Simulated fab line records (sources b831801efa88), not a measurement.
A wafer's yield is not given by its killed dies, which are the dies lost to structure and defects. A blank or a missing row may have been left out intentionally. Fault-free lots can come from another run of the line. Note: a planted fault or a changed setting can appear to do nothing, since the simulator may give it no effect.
Which tool is to blame? :: flow sky130 :: 36 wafers sampled from 12 lots at 1 step of a route of 708

WHAT THE GAUGES READ, wafer by wafer
SKY_FIELD_ISO_THK_MEAS_02.
lot: L075
measured: day 1 18:19
on: film metro-02
FIELD_ISO_OXIDATION_00_THK (nm): 11.96 12.08 11.77

lot: L077
measured: day 2 03:34
on: film metro-01
FIELD_ISO_OXIDATION_00_THK (nm): 12.06 12.36 12.23

lot: L079
measured: day 2 13:23
on: film metro-01
FIELD_ISO_OXIDATION_00_THK (nm): 11.69 11.74 11.72

lot: L081
measured: day 2 22:38
on: film metro-01
FIELD_ISO_OXIDATION_00_THK (nm): 11.97 11.80 11.67

lot: L083
measured: day 3 09:43
on: film metro-03
FIELD_ISO_OXIDATION_00_THK (nm): 11.99 11.82 12.04

lot: L085
measured: day 3 21:14
on: film metro-01
FIELD_ISO_OXIDATION_00_THK (nm): 11.76 11.86 12.01

lot: L087
measured: day 4 05:08
on: film metro-01
FIELD_ISO_OXIDATION_00_THK (nm): 12.05 12.07 11.92

lot: L089
measured: day 4 14:38
on: film metro-02
FIELD_ISO_OXIDATION_00_THK (nm): 11.85 11.76 11.88

lot: L091
measured: day 5 01:28
on: film metro-03
FIELD_ISO_OXIDATION_00_THK (nm): 11.62 11.72 11.72

lot: L093
measured: day 5 10:38
on: film metro-02
FIELD_ISO_OXIDATION_00_THK (nm): 12.33 12.08 12.03

lot: L095
measured: day 5 20:38
on: film metro-03
FIELD_ISO_OXIDATION_00_THK (nm): 12.15 12.20 12.07

lot: L097
measured: day 6 07:27
on: film metro-02
FIELD_ISO_OXIDATION_00_THK (nm): 11.64 11.60 11.70

WHAT TOOL EACH LOT RAN ON (gives the tool, then ch and the chambers of the sampled wafers, and finally the start)
There is no process step in the record ahead of these readings.

THE ANSWER, worked out from the rows above alone
Rule: the lots themselves supply what counts as usual. Put in order of their means at a reading, lots are off if they are a third of the lots or fewer, leave a main group of 4 or more, and stand apart from it by a gap of 3 or more times the standard deviation of the main group's means; of several such gaps the widest counts. A main group whose means are all the same, to the digits that the tables above print for the reading, isn't used. A lot without any number at a reading at which 4 lots or more have one is off too. Where the step has rows for the other lots, those lots are counted as sound.
No lot is off on any of the readings shown, so nothing can be concluded from this.

WHAT THE SIMULATOR HAD PUT IN
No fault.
